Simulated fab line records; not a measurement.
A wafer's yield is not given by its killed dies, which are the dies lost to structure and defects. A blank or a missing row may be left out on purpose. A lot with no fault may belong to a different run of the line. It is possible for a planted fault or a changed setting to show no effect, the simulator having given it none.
Check for tools in common    flow gf180mcu    Sample size 12 lots and 36 wafers

== REASON FOR OPENING ==
2 of 12 lots carry a flag on the reading M1_ALCU_THK at GF_M1_THK_MEAS_06. Wafers without a fault read 457 nm, standard deviation 4.4.
Rule: a lot is flagged in two cases, either no wafer of it has a number, or all its wafers with numbers fall more than 4 standard deviations from that mean. The rest of the lots are taken to be sound.

lot   measured      on             M1_ALCU_THK (nm), wafer by wafer  flag
L992  day 15 23:13  film metro-04  457 455 454                       
L995  day 17 06:11  film metro-03  457 458 458                       
L996  day 17 14:15  film metro-04  451 453 452                       
L997  day 18 00:20  film metro-04  457 452 458                       
L998  day 18 09:43  film metro-04  459 454 451                       
L100  day 19 05:50  film metro-04  464 465 461                       
L101  day 19 16:01  film metro-03  460 460 462                       
L102  day 20 05:33  film metro-03  458 456 456                       
L105  day 21 05:55  film metro-03  465 464 466                       
L106  day 21 14:28  film metro-02  454 456 450                       
L107  day 21 19:05  film metro-03  481 478 479                       FLAGGED
L108  day 22 01:54  film metro-03  482 480 475                       FLAGGED
Average over the flagged lots: 479 nm; offset from the usual +22 nm, equal to +5 standard deviations.

== TOOL THAT RAN EACH LOT ==
3 process steps preceding the reading are held in the record, out of 602 steps in the route. Cell contents, in order: the tool; ch with the chambers the sampled wafers went through; the start.
lot   flag     GF_SAB_CVD_00                    GF_SAB_STRIP_13                       GF_M1_SPUTTER_04
L992           pecvd-03 ch 0,1,2, day 14 01:02  plasma asher-02 ch 0,1, day 14 22:43  pvd sputter-03, day 15 23:02
L995           pecvd-01 ch 0,1,2, day 15 06:05  plasma asher-03 ch 0,1, day 16 04:16  pvd sputter-03, day 17 06:01
L996           pecvd-01 ch 0,1,2, day 15 14:20  plasma asher-02 ch 0, day 16 12:37    pvd sputter-02, day 17 14:05
L997           pecvd-03 ch 1,2, day 15 23:32    plasma asher-03 ch 0,1, day 16 22:01  pvd sputter-02, day 18 00:11
L998           pecvd-04 ch 0,1,2, day 16 09:12  plasma asher-02 ch 0,1, day 17 07:28  pvd sputter-02, day 18 09:34
L100           pecvd-03 ch 0,1,2, day 17 04:08  plasma asher-02 ch 0,1, day 18 02:55  pvd sputter-02, day 19 05:40
L101           pecvd-04 ch 1,2, day 17 12:48    plasma asher-02 ch 0, day 18 12:13    pvd sputter-02, day 19 15:52
L102           pecvd-03 ch 0,2, day 18 01:45    plasma asher-03 ch 0, day 19 01:31    pvd sputter-02, day 20 05:23
L105           pecvd-03 ch 0,1, day 19 02:52    plasma asher-03 ch 0,1, day 20 03:07  pvd sputter-02, day 21 05:45
L106           pecvd-01 ch 0,1,2, day 19 11:06  plasma asher-02 ch 0,1, day 20 11:31  pvd sputter-01, day 21 14:19
L107  FLAGGED  pecvd-01 ch 0,1,2, day 19 16:21  plasma asher-03 ch 0,1, day 20 16:31  pvd sputter-02, day 21 18:55
L108  FLAGGED  pecvd-04 ch 1,2, day 19 23:38    plasma asher-03 ch 0,1, day 20 23:10  pvd sputter-02, day 22 01:44
These steps, and what they do:
- GF_SAB_CVD_00: deposits SiO2 from TEOS, target thk 50 nm, time 4.9302 s.
- GF_SAB_STRIP_13: strips in O2/N2.
- GF_M1_SPUTTER_04: material TiN, target thk 50 nm, time 41.7 s.
- GF_M1_THK_MEAS_06: measures by xrf.

== FLAGGED OVER TOTAL, TOOL BY TOOL (the gauges that took the reading come last) ==
step               tool             lots run  flagged  share of the flagged lots  sound lots run after its first flagged lot
GF_SAB_CVD_00      pecvd-01         4         1        some                       0
GF_SAB_CVD_00      pecvd-03         5         0        none                       -
GF_SAB_CVD_00      pecvd-04         3         1        some                       0
GF_SAB_STRIP_13    plasma asher-02  6         0        none                       -
GF_SAB_STRIP_13    plasma asher-03  6         2        all                        0
GF_M1_SPUTTER_04   pvd sputter-01   1         0        none                       -
GF_M1_SPUTTER_04   pvd sputter-02   9         2        all                        0
GF_M1_SPUTTER_04   pvd sputter-03   2         0        none                       -
GF_M1_THK_MEAS_06  film metro-02    1         0        none                       -
GF_M1_THK_MEAS_06  film metro-03    6         2        all                        0
GF_M1_THK_MEAS_06  film metro-04    5         0        none                       -

== WHAT IS ALLOWED BY THE TABLE ==
All flagged lots were run by 3 table rows, namely plasma asher-03 at GF_SAB_STRIP_13, pvd sputter-02 at GF_M1_SPUTTER_04, film metro-03 at GF_M1_THK_MEAS_06.
- plasma asher-03 at GF_SAB_STRIP_13: 2 of its 6 lots flagged. Last sound lot L105 at day 20 03:07, first flagged lot L107 at day 20 16:31; a fault beginning in between fits.
- pvd sputter-02 at GF_M1_SPUTTER_04: 2 of its 9 lots flagged. Last sound lot L105 at day 21 05:45, first flagged lot L107 at day 21 18:55; a fault beginning in between fits.
- film metro-03 at GF_M1_THK_MEAS_06: 2 of its 6 lots flagged. Last sound lot L105 at day 21 05:55, first flagged lot L107 at day 21 19:05; a fault beginning in between fits.
Because each of these 3 tools fits a fault that began at some hour, counting lots does not separate them. More lots, or a look at what each step does to the wafer, might.

== WHAT THE SIMULATOR PUT IN ==
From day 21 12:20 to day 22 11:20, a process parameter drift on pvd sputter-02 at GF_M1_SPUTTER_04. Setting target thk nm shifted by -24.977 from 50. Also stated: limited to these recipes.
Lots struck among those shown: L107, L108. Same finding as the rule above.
